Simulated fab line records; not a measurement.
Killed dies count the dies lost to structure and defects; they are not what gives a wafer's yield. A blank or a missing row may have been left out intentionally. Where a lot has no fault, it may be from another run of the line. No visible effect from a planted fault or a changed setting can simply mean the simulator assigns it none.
Which tool was responsible? || flow sky130 || route of 708 steps, sampled at 1 step: 14 lots, 42 wafers

## WHAT EACH GAUGE READ, for each wafer
SKY_VIA1_THK_MEAS_23: measures by xrf.
{"lot": "L928", "measured": "day 34 09:24", "on": "film_metro-01", "VIA1_W_THK (nm)": "274 274 274"}
{"lot": "L929", "measured": "day 34 18:17", "on": "film_metro-03", "VIA1_W_THK (nm)": "263 265 259"}
{"lot": "L930", "measured": "day 35 08:25", "on": "film_metro-01", "VIA1_W_THK (nm)": "271 270 275"}
{"lot": "L931", "measured": "day 35 17:26", "on": "film_metro-03", "VIA1_W_THK (nm)": "268 266 267"}
{"lot": "L934", "measured": "day 36 15:58", "on": "film_metro-04", "VIA1_W_THK (nm)": "262 265 266"}
{"lot": "L936", "measured": "day 37 05:40", "on": "film_metro-03", "VIA1_W_THK (nm)": "267 263 264"}
{"lot": "L938", "measured": "day 37 21:41", "on": "film_metro-04", "VIA1_W_THK (nm)": "267 266 263"}
{"lot": "L939", "measured": "day 38 03:02", "on": "film_metro-03", "VIA1_W_THK (nm)": "267 271 272"}
{"lot": "L940", "measured": "day 38 12:30", "on": "film_metro-03", "VIA1_W_THK (nm)": "257 264 260"}
{"lot": "L945", "measured": "day 39 21:59", "on": "film_metro-04", "VIA1_W_THK (nm)": "262 265 267"}
{"lot": "L946", "measured": "day 40 07:19", "on": "film_metro-04", "VIA1_W_THK (nm)": "261 264 261"}
{"lot": "L947", "measured": "day 40 09:08", "on": "film_metro-01", "VIA1_W_THK (nm)": "277 272 274"}
{"lot": "L948", "measured": "day 40 18:23", "on": "film_metro-01", "VIA1_W_THK (nm)": "272 279 270"}
{"lot": "L949", "measured": "day 41 00:58", "on": "film_metro-01", "VIA1_W_THK (nm)": "267 268 270"}

## WHAT TOOL EACH LOT RAN ON (gives the tool, then ch and the chambers of the sampled wafers, and finally the start)
Record: no process step prior to these readings.

## AS READ BY THE TOOLS THEMSELVES (means over the sampled wafers that have a number; for cases with no such wafer, the mark the record gives instead)
The record holds no such reading with a usual standard deviation.

## THE ANSWER, worked out from the rows above alone
Rule: the lots themselves supply what counts as usual. Put in order of their means at a reading, lots are off if they are a third of the lots or fewer, leave a main group of 4 or more, and stand apart from it by a gap of 3 or more times the standard deviation of the main group's means; of several such gaps the widest counts. A main group whose means are all the same, to the digits that the tables above print for the reading, isn't used. A lot without any number at a reading at which 4 lots or more have one is off too. Where the step has rows for the other lots, those lots are counted as sound. Order of review: gauges by route order, followed by the tools' own readings, for which a lot's mean as printed above is used. At the first step where some lot is off, the reading lying furthest off is the one used; lots without a number count as furthest.
Nothing can be told from this: no lot is off at any reading shown.

## WHAT WAS PUT IN BY THE SIMULATOR
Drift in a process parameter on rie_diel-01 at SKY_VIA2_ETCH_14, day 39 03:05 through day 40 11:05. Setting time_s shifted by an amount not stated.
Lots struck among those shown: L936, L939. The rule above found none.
